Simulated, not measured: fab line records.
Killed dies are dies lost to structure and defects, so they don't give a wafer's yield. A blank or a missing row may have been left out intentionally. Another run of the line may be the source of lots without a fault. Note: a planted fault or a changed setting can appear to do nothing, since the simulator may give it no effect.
Struck lot and sound lot, side by side :: flow sky130 :: 15 out of 708 route steps
Sound: the wafers L349.4, L349.5, L349.6. Struck: wafers L347.1, L347.2, L347.6. At the end, the cause is stated.
Per side, at each step with rows, come the tool, then ch with its chambers, and then its first start. Under that, the readings that differ: sound wafers :: struck wafers :: difference of the means :: sigmas: that difference in standard deviations of wafers without a fault.
alike: readings with means less than 2 such deviations apart, plus words and numbers identical on both sides. not compared: withheld readings, readings lacking a value on some wafer, bounds such as >300 that could conceal the same value, and numbers that have no deviation in the record and whose values overlap.
A row with sigmas, a row that says differs or no value, or rows on one side alone: a step with any of these is where the two part. Numbers that don't overlap but have no deviation are shown without sigmas and don't part them. A reading missing from all wafers of one side parts the sides only when that side holds two or more wafers.

first, 7 steps without rows for these wafers: SKY_CONTACT_HMDS_07 (prime time 60 s); SKY_CONTACT_COAT_08 (resist thk 60 nm); SKY_CONTACT_COAT_09 (resist thk 450 nm); SKY_CONTACT_SOFTBAKE_10 (time 90 s); SKY_CONTACT_EXPOSE_11 (exposes mask CTM1, target cd 170 nm); SKY_CONTACT_PEB_12; SKY_CONTACT_DEVELOP_13 (develop time 60 s).
SKY_CONTACT_CD_MEAS_14: target cd 170 nm.
  struck on cdSem-01, day 38 02:21; sound on cdSem-02, day 38 17:22
  alike: cdNm
SKY_CONTACT_OVL_MEAS_15:
  struck on overlay-01, day 38 02:28; sound on overlay-01, day 38 17:26
  alike: CONTACT_OVL
SKY_CONTACT_ETCH_16: etches BARC in N2/H2, stops on SiO2, time 45.9 s, target depth 60 nm.
  sound on rieDiel-02 ch 0,1, day 38 17:27; struck on rieDiel-04 ch 1,3, day 38 02:31
  alike: drypumpMotorCurrentA, oesProductAu, throttleValvePct
  not compared: rfHoursCounterH
SKY_CONTACT_ETCH_17: etches SiO2 in C4F8/O2/Ar, stops on Si3N4, target depth 340 nm.
  sound on rieDiel-02 ch 0,1, day 38 17:29; struck on rieDiel-04 ch 1,3, day 38 02:33
  alike: oesProductAu
SKY_CONTACT_ETCH_18: etches Si3N4 in CHF3/O2, stops on TiN, time 39 s, target depth 75 nm.
  sound: rieDiel-02 ch 0,1; struck: rieDiel-04 ch 1,3
  alike: drypumpMotorCurrentA, oesProductAu, throttleValvePct
  not compared: rfHoursCounterH
SKY_CONTACT_STRIP_19: strips in O2/N2.
  sound on plasmaAsher-02 ch 0,1, day 38 17:37; struck on plasmaAsher-04 ch 0,1, day 38 02:38
  no value came back on the struck wafers for chamberPressureMTorr (mTorr), drypumpMotorCurrentA (A), oesProductAu (a.u.), stripTimeToEndpointS (s); on the sound wafers chamberPressureMTorr (mTorr) reads 1501.0 1500.7 1502.6
reading: model.KrF-thick_of_CONTACT_COAT_09.thkNm (nm)
sound: 0 0 0
struck: 241.6 241.3 242.3
difference: +241.7
sigmas: 
  not compared: rfHoursCounterH
then, 1 step without rows for these wafers: SKY_CONTACT_STRIP_20 (strips in post etch residue remover, time 1200 s).
-- the record jumps here: 13 days lie between the struck wafers' starts before and after (it left off in module CONTACT and takes up again in module PAD_OPEN, whose first step shown is number 708 of the route) --
SKY_PAD_OPEN_PROBE_99:
  struck on prober-02, day 50 21:56; sound on prober-02, day 51 06:11
reading: killedAtContacts
sound: 25 23 27
struck: 424 423 438
difference: +403
sigmas: +68

reading: killedDies
sound: 80 75 98
struck: 492 492 492
difference: +408
sigmas: +41

reading: killedOnRim
sound: 17 14 18
struck: 96 96 96
difference: +80
sigmas: +22
  alike: killed_at_M0_to_M3, killed_at_M4_up, killedAtFrontEnd, killedAtOther, killedOpen, killedShort

WHERE THEY PART
First at SKY_CONTACT_STRIP_19; last, within this record, at SKY_PAD_OPEN_PROBE_99.

WHY: what the simulator had put in
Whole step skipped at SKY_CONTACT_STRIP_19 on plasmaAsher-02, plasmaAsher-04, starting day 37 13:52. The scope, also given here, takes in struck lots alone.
